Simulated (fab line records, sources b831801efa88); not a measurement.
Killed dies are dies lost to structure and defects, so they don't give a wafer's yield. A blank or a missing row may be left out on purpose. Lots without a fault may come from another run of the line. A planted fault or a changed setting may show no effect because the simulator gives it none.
A struck lot beside a sound one | flow sky130 | 16 steps out of a route of 708
Sound: wafers L404.2, L404.3, L404.5. Struck: wafers L400.3, L400.4, L400.6. The cause comes at the end.
At each step with rows: each side's tool, then ch and its chambers, then its first start. Under that, the readings that differ: sound wafers | struck wafers | difference of the means | sigmas: that difference in standard deviations of wafers without a fault.
alike: readings whose means differ by less than 2 such deviations, and words and numbers that are the same on both sides. not compared: withheld readings, readings that some wafer has no value for, bounds like >300 that may hide the same value, and numbers for which the record gives no deviation and whose values overlap.
The two part at a step that has a row with sigmas, a row that says differs or no value, or rows on one side only. Numbers that don't overlap but have no deviation are shown without sigmas and don't part them. A reading that every wafer of one side lacks parts them only if that side has two wafers or more.

SKY_SONOS_ONO_OVL_MEAS_14:
  sound on overlay-01, day 18 01:04; struck on overlay-01, day 16 06:07
  alike: SONOS_ONO_OVL
SKY_SONOS_ONO_ETCH_15: etches the open film in CHF3/O2, target depth 19.52 nm, time 7.8 s.
  sound on rie_diel-02 ch 1,2, day 18 01:05; struck on rie_diel-01 ch 1,3, day 16 06:08
  alike: chf3_flow_sccm, drypump_motor_current_A, oes_product_au, rf_fwd_power_W, throttle_valve_pct
  not compared: rf_hours_counter_h
then, 1 step without rows for these wafers: SKY_SONOS_ONO_WET_ETCH_16 (etches SiO2 in dHF, target depth 14 nm, time 280 s).
SKY_SONOS_ONO_STRIP_17: strips in O2/N2.
  sound on plasma_asher-02 ch 0,1, day 18 01:12; struck on plasma_asher-04 ch 0,1, day 16 06:23
  alike: drypump_motor_current_A, oes_product_au, strip_time_to_endpoint_s
  not compared: rf_hours_counter_h
then, 3 steps without rows for these wafers: SKY_SONOS_ONO_WET_ETCH_18 (etches Si3N4 in H3PO4, target depth 15 nm, time 172 s); SKY_GATE_OXIDE_CLEAN_00 (cleans in SC1/SC2, time 150 s); SKY_GATE_OXIDE_OXIDATION_01 (stabilise 600 s, purge 300 s, target thk 10.268 nm).
SKY_GATE_OXIDE_THK_MEAS_02:
  sound on film_metro-02, day 18 02:50; struck on film_metro-02, day 16 08:04
  alike: GATE_OXIDE_OXIDATION_00_THK
then, 4 steps without rows for these wafers: SKY_GATE_OXIDE_DEHYDRATE_03 (time 60 s); SKY_GATE_OXIDE_HMDS_04 (prime time 60 s); SKY_GATE_OXIDE_COAT_05 (resist thk 1140 nm); SKY_GATE_OXIDE_SOFTBAKE_06 (time 60 s).
SKY_GATE_OXIDE_EXPOSE_07: exposes mask LVOM, target cd 600 nm.
  sound on iline_stepper-01 ch 0, day 18 18:14; struck on iline_stepper-02 ch 0, day 16 22:42
  reading                            | sound                | struck            | difference | sigmas
  model.GATE_OXIDE.overlay_x_nm (nm) | 0.1325 0.1325 0.1325 | 153.4 153.4 153.4 | +153.3     |
  alike: mask, reticle_temp_C
then, 2 steps without rows for these wafers: SKY_GATE_OXIDE_PEB_08; SKY_GATE_OXIDE_DEVELOP_09 (develop time 60 s).
SKY_GATE_OXIDE_OVL_MEAS_10:
  sound on overlay-02, day 19 09:41; struck on overlay-02, day 17 12:34
  reading             | sound       | struck            | difference | sigmas
  GATE_OXIDE_OVL (nm) | 2.4 0.6 1.8 | 152.7 153.2 155.0 | +152.0     | +99 or more
  not compared: hold

WHERE THEY PART
Only at SKY_GATE_OXIDE_OVL_MEAS_10, within this record.

WHY: what the simulator had put in
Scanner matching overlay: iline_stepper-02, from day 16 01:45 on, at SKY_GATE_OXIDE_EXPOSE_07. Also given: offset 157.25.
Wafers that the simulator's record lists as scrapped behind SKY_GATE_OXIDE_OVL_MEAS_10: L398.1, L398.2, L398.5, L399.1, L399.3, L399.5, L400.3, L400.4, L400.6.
